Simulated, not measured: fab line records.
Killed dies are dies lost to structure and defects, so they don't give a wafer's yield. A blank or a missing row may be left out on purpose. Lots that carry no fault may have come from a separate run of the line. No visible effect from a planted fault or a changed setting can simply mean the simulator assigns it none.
Struck lot and sound lot, side by side | flow gf180mcu | 15 steps out of a route of 602
Sound: these wafers, L860.1, L860.2, L860.4. The struck wafers were L864.2, L864.5, L864.6. The cause is named last.
Each step with rows lists, per side, the tool, then ch with its chambers, then its first start. Under that, the readings that differ: sound wafers | struck wafers | difference of the means | sigmas: that difference in standard deviations of wafers without a fault.
alike: readings with means less than 2 such deviations apart, plus words and numbers identical on both sides. not compared: withheld readings, readings lacking a value on some wafer, bounds such as >300 that could conceal the same value, and numbers that have no deviation in the record and whose values overlap.
A row with sigmas, a row that says differs or no value, or rows on one side alone: a step with any of these is where the two part. Numbers that don't overlap but have no deviation are shown without sigmas and don't part them. A reading missing from all wafers of one side parts the sides only when that side holds two or more wafers.

first, 3 steps without rows for these wafers: GF_V5_EXPOSE_11 (exposes mask Via5, target cd 260 nm); GF_V5_PEB_12 (peb time 90 s); GF_V5_DEVELOP_13 (develop time 60 s).
GF_V5_CD_MEAS_14: the cd target is 260 nm.
  sound on cd sem-02 at day 27 05:17; struck on cd sem-01 at day 28 08:14
  alike: cd nm
GF_V5_OVL_MEAS_15:
  sound on overlay-01 at day 27 05:25; struck on overlay-02 at day 28 08:20
  alike: V5_OVL
GF_V5_ETCH_16: etches BARC in N2/H2.
  sound on rie diel-03 ch 0,1,3, day 27 05:27; struck on rie diel-01 ch 0,3, day 28 08:22
  alike: drypump motor current A, h2 flow sccm, oes product au, throttle valve pct
GF_V5_ETCH_17: etches SiO2 in C4F8/O2/Ar, stops on TiN, target depth 855 nm.
  sound on rie diel-03 ch 0,1,3; struck on rie diel-01 ch 0,3
  alike: oes product au
GF_V5_STRIP_18: strips in O2/N2.
  sound on plasma asher-03 ch 0,1, day 27 05:36; struck on plasma asher-03 ch 0,1, day 28 08:31
  alike: drypump motor current A, heater power w, oes product au
  not compared: rf hours counter h
then, 2 steps without rows for these wafers: GF_V5_STRIP_19 (strips in post etch residue remover, time 1200 s); GF_V5_CLEAN_20 (cleans in DIW).
GF_V5_SPUTTER_21: material Ti, target thk 15 nm, time 80.02 s.
  sound on pvd sputter-04 at day 27 06:16; struck on pvd sputter-04 at day 28 09:03
  alike: throttle valve pct
GF_V5_SPUTTER_22: material TiN, target thk 10 nm, time 40.97 s.
  sound on pvd sputter-04 at day 27 06:20; struck on pvd sputter-04 at day 28 09:07
  alike: throttle valve pct
GF_V5_CVD_23: deposits W, target thk 350 nm, time 104.9 s.
  sound on cvd w-01 ch 0,1, day 27 06:22; struck on cvd w-02 ch 1, day 28 09:11
  reading                          | sound             | struck            | difference | sigmas
  chamber pressure Torr (Torr)     | 40.09 40.12 40.08 | 42.83 42.77 42.75 | +2.69      | +32
  model.W_of_V5_CVD_23.thk nm (nm) | 344.8 347.8 345.8 | 378.5 378.8 375.3 | +31.4      |
  alike: heater power outer w, heater power w
GF_V5_RS_MEAS_24: uses a four-point probe to measure.
  sound on film metro-04 at day 27 06:29; struck on film metro-04 at day 28 09:24
  reading          | sound             | struck            | difference | sigmas
  V5_W_RS (ohm/sq) | 0.332 0.329 0.332 | 0.302 0.302 0.305 | -0.028     | -5
GF_PASSIVATION_PROBE_99:
  only the struck wafers here have rows in the record (prober-01, day 30 03:07); the sound ones have none

## WHERE THEY PART
Last at GF_PASSIVATION_PROBE_99 as far as this record goes, first at GF_V5_CVD_23.

WHY: what the simulator had put in
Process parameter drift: cvd w-02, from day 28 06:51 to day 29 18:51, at GF_V5_CVD_23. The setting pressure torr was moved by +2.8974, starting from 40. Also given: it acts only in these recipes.
